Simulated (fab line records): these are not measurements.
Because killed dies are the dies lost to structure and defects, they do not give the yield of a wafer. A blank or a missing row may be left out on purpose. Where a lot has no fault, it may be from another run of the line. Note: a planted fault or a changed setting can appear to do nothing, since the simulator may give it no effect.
Struck lot and sound lot, side by side ; flow sky130 ; 15 out of 708 route steps
Sound: these wafers, L267.1, L267.3, L267.6. Struck: wafer L257.4. (L257.1 of the same lot was not struck and is left out.) The cause comes at the end.
Each step with rows lists, per side, the tool, then ch with its chambers, then its first start. Under that, the readings that differ: sound wafers ; struck wafers ; difference of the means ; sigmas: that difference in standard deviations of wafers without a fault.
alike: same words and numbers on both sides, and readings whose means sit less than 2 such deviations apart. not compared: any withheld reading, any reading some wafer has no value for, any bound like >300 that may hide the same value, and any number with overlapping values for which the record gives no deviation.
A row with sigmas, a row that says differs or no value, or rows on one side alone: a step with any of these is where the two part. Non-overlapping numbers with no deviation appear without sigmas and do not part them. A reading that every wafer of one side lacks parts them only if that side has two wafers or more.

first, 4 steps without rows for these wafers: SKY_LI_CONTACT_SOFTBAKE_08 (time 90 s); SKY_LI_CONTACT_EXPOSE_09 (exposes mask LICM1, target cd 170 nm); SKY_LI_CONTACT_PEB_10; SKY_LI_CONTACT_DEVELOP_11 (develop time 60 s).
SKY_LI_CONTACT_CD_MEAS_12 targets a cd of 170 nm.
  sound on cd_sem-02 at day 36 09:57; struck on cd_sem-02 at day 33 01:40
  alike: cd_nm
SKY_LI_CONTACT_OVL_MEAS_13:
  sound on overlay-01 at day 36 10:04; struck on overlay-02 at day 33 01:47
  alike: LI_CONTACT_OVL
SKY_LI_CONTACT_ETCH_14: etches BARC in N2/H2, stops on SiO2, time 45.9 s, target depth 60 nm.
  sound on rie_diel-02 ch 0,1,2, day 36 10:06; struck on rie_diel-02 ch 2, day 33 01:49
  alike: bias_w, chamber_pressure_mTorr, drypump_motor_current_A, n2_flow_sccm, oes_product_au, throttle_valve_pct
  not compared: rf_hours_counter_h
SKY_LI_CONTACT_ETCH_15: etches PSG in C4F8/O2/Ar, stops on Si, target depth 600 nm.
  sound on rie_diel-02 ch 0,1,2, day 36 10:09; struck on rie_diel-02 ch 2, day 33 01:52
  alike: bias_w, chamber_pressure_mTorr, oes_product_au
SKY_LI_CONTACT_STRIP_16: strips in O2/N2.
  sound on plasma_asher-01 ch 0,1, day 36 10:14; struck on plasma_asher-01 ch 1, day 33 01:57
  alike: chamber_pressure_mTorr, drypump_motor_current_A, n2_flow_sccm, oes_product_au, strip_time_to_endpoint_s
  not compared: rf_hours_counter_h
then, 2 steps without rows for these wafers: SKY_LI_CONTACT_CLEAN_17 (cleans in NMP, time 600 s); SKY_LI_CONTACT_PRE_CLEAN_18 (time 5.6 s).
SKY_LI_CONTACT_SPUTTER_19: material Ti, target thk 20 nm, time 106.37 s.
  sound on pvd_sputter-02 at day 36 10:32; struck on pvd_sputter-01 at day 33 02:14
  alike: throttle_valve_pct
SKY_LI_CONTACT_SPUTTER_20: material TiN, target thk 20 nm, time 80 s.
  sound on pvd_sputter-02 at day 36 10:36; struck on pvd_sputter-01 at day 33 02:19
reading;sound;struck;difference;sigmas
model.TiN_of_LI_CONTACT_SPUTTER_20.thk_nm (nm);19.94 19.8 20.14;15.21;-4.75;
  alike: throttle_valve_pct
SKY_LI_CONTACT_CVD_21: deposits W, target thk 400 nm, time 120.56 s.
  sound on cvd_w-02 ch 0,1, day 36 10:40; struck on cvd_w-01 ch 0, day 33 02:28
  alike: heater_power_w, susceptor_temp_C
-- here the record skips 16 days between the struck wafers' starts before and after, leaving off in module LI_CONTACT and picking up in module PAD_OPEN (first step shown: number 708 of the route) --
SKY_PAD_OPEN_PROBE_99:
  record: rows for the struck wafers here (prober-02, day 48 21:44), none for the sound ones

## WHERE THEY PART
At SKY_PAD_OPEN_PROBE_99 and nowhere else, as far as this record goes.

WHY: what the simulator had put in
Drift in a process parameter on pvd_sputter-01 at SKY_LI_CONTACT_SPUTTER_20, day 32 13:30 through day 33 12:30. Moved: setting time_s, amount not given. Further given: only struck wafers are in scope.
